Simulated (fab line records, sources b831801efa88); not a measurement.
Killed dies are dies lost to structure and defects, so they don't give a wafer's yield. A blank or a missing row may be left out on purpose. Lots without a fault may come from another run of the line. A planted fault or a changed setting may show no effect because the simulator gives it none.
Chamber matching | flow gf180mcu | GF_V1_CMP_26 on cmp-02: 4 sister chambers
The step polishes, stops on SiO2, t overpolish 15 s, target thk 0 nm. 8 wafers are shown with their chamber, then 7 later ones without.

WAFERS WITH THEIR CHAMBER
wafer  | chamber | motor_current_A (A) | overpolish_run_s (s)
L250.6 | 0       | 10.4                | 15.016
L257.2 | 2       | 10.6                | 14.994
L257.6 | 0       | 9.8                 | 14.979
L259.1 | 3       | 10.0                | 14.996
L259.4 | 1       | 10.6                | 14.987
L259.6 | 2       | 10.3                | 14.989
L258.2 | 3       | 10.3                | 14.993
L258.3 | 1       | 10.2                | 14.990

WAFERS WITHOUT THEIR CHAMBER
wafer  | motor_current_A (A) | overpolish_run_s (s)
L258.6 | 10.0                | 14.994
L261.1 | 10.4                | 14.991
L261.2 | 10.5                | 15.015
L261.3 | 10.3                | 15.008
L269.2 | 10.4                | 15.010
L269.3 | 11.0                | 14.998
L269.4 | 10.6                | 15.002

WHICH CHAMBER EACH WENT THROUGH
wafer  | from the rows above               | in truth
L258.6 | can't be placed: 0 or 3 or 1 or 2 | 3
L261.1 | can't be placed: 2 or 1 or 3 or 0 | 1
L261.2 | can't be placed: 2 or 0 or 3 or 1 | 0
L261.3 | can't be placed: 0 or 3 or 2 or 1 | 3
L269.2 | can't be placed: 0 or 2 or 3 or 1 | 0
L269.3 | can't be placed: 2 or 1 or 3 or 0 | 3
L269.4 | can't be placed: 2 or 1 or 3 or 0 | 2
Placed correctly: 0 of 7. Can't be placed from these rows: 7 (the true chamber is among the candidates in 7). Placed wrongly: 0.
How it was worked out, from the rows above alone: a wafer's distance from a chamber is the root of the sum, over the readings, of the square of ((its reading less the chamber's mean) divided by the reading's scatter). The wafer belongs to the nearest chamber; if the next one is less than 2 further off, it can't be placed. A chamber's mean is the mean of its shown wafers. The scatter: the root of (the sum of the squares of (reading less its chamber's mean) over the shown wafers, divided by (wafers less chambers)).
